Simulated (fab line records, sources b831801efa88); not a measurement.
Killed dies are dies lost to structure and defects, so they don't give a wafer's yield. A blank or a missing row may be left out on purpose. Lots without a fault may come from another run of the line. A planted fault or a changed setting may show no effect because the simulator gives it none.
Problem report in the 8D (eight disciplines) form, filled by code | flow gf180mcu | the parts of the form that need people (team, actions taken, sign-off) are left out

1. THE PROBLEM
time_to_endpoint_s at GF_V3_CMP_04 reads a mean of 32 s on 1 wafer of 1 lot; wafers without a fault read 78 s with a standard deviation of 7.6. That is -6.1 standard deviations from the usual mean.
The step: polishes SiO2.
First seen on wafer L919.4, day 25 16:03, on cmp-01. The record holds 33 wafers of 11 lots with a number at this step. Rule for "out", or "out of limits": more than 4 standard deviations from the usual mean. The other wafers with a number count as sound.

2. WHAT IT IS AND WHAT IT IS NOT
question                    | is                 | is not
which readings at this step | time_to_endpoint_s | motor_current_A, platen_rpm
which lots                  | L919               | L908, L909, L910, L911, L912, L913, L915, L916, L917, L930
which wafers of those lots  | L919.4             | L919.3, L919.6
read on which tools         | cmp-01             | cmp-02
when                        | from day 25 16:03  | up to then (29 sound wafers); but 3 sound wafers of L930 came after

3. SUSPECTS, AND WHAT RULES EACH OUT
Counting: a tool at a process step up to the reading stays a suspect if it ran every lot that is out. Sound lots after the first of them don't rule it out here, since some wafers of a struck lot are sound.
- pvd_sputter-02 at GF_M2_SPUTTER_04 (material TiN, target thk 50 nm, time 41.7 s): kept. It ran the lot that is out, L919 (day 22 17:32); its last sound lot up to then is L913 (day 20 10:38).
- rie_metal-02 at GF_M2_METAL_ETCH_16 (etches the open film in Cl2/BCl3, stops on SiO2, target depth 750.8 nm, time 125.1 s): kept. It ran the lot that is out, L919 (day 23 16:25); its last sound lot up to then is L915 (day 22 01:07).
- rie_metal-02 at GF_M3_METAL_ETCH_16 (etches the open film in Cl2/BCl3, stops on SiO2, target depth 750.8 nm, time 125.1 s): kept. It ran the lot that is out, L919 (day 25 15:10); its last sound lot up to then is L915 (day 24 01:09).
- cmp-01 at GF_V3_CMP_04 (polishes SiO2): kept. It ran the lot that is out, L919 (day 25 16:03); its last sound lot up to then is L917 (day 24 23:22). Its own readings are out on those wafers: time_to_endpoint_s.
- Within rie_metal-02 at GF_M2_METAL_ETCH_16: the wafers that are out ran in chamber 1; their sound lot-mates ran in chamber 0.
- Within cmp-01 at GF_V3_CMP_04: the wafers that are out ran in chamber 0; their sound lot-mates ran in chamber 1.
Left after counting: pvd_sputter-02 at GF_M2_SPUTTER_04, rie_metal-02 at GF_M2_METAL_ETCH_16, rie_metal-02 at GF_M3_METAL_ETCH_16, cmp-01 at GF_V3_CMP_04.

4. THE CAUSE (what the simulator had put in)
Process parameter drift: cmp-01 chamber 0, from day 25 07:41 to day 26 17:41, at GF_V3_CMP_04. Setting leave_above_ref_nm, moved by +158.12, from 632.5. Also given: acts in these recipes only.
Counting left 4 suspects, and this tool is among them.

5. THE CHAIN OF EFFECTS, in route order
Each row: a reading whose mean over the struck wafers that have a number lies more than 3 standard deviations from the usual. Only readings for which the record gives a usual standard deviation are gone through. hours: the time from each lot's start at the first step in this table that gives one to its start at this step, as a median over the lots. sigmas: the change in usual standard deviations.
hours | step                    | reading              | usual      | on struck wafers | change | sigmas
0     | GF_V3_CMP_04            | time_to_endpoint_s   | 78 s       | 32               | -46    | -6.1
-     | GF_V3_ETCH_17           | oes_product_au       | 0.856 a.u. | 0.977            | +0.121 | +30
164   | GF_PASSIVATION_PROBE_99 | defect_limited_yield | 90.3 %     | 61.4             | -28.9  | -21
164   | GF_PASSIVATION_PROBE_99 | killed_at_M0_to_M3   | 21         | 152              | +131   | +27
164   | GF_PASSIVATION_PROBE_99 | killed_dies          | 48         | 190              | +142   | +20
164   | GF_PASSIVATION_PROBE_99 | killed_on_rim        | 9.1        | 27.0             | +17.9  | +6.4
164   | GF_PASSIVATION_PROBE_99 | sort_bin_5_function  | 5.7 %      | 33.5             | +27.8  | +28
164   | GF_PASSIVATION_PROBE_99 | sort_n_pass          | 444        | 302              | -142   | -20
164   | GF_PASSIVATION_PROBE_99 | sort_yield_pct       | 90.3 %     | 61.4             | -28.9  | -21
The process steps in it:
- GF_V3_CMP_04: polishes SiO2.
- GF_V3_ETCH_17: etches SiO2 in C4F8/O2/Ar, stops on TiN, target depth 635 nm.
- GF_PASSIVATION_PROBE_99

6. WHAT WOULD HAVE CAUGHT IT SOONER
In this record the first reading out of limits was taken at day 25 16:03, 8 hours after the fault began at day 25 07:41.
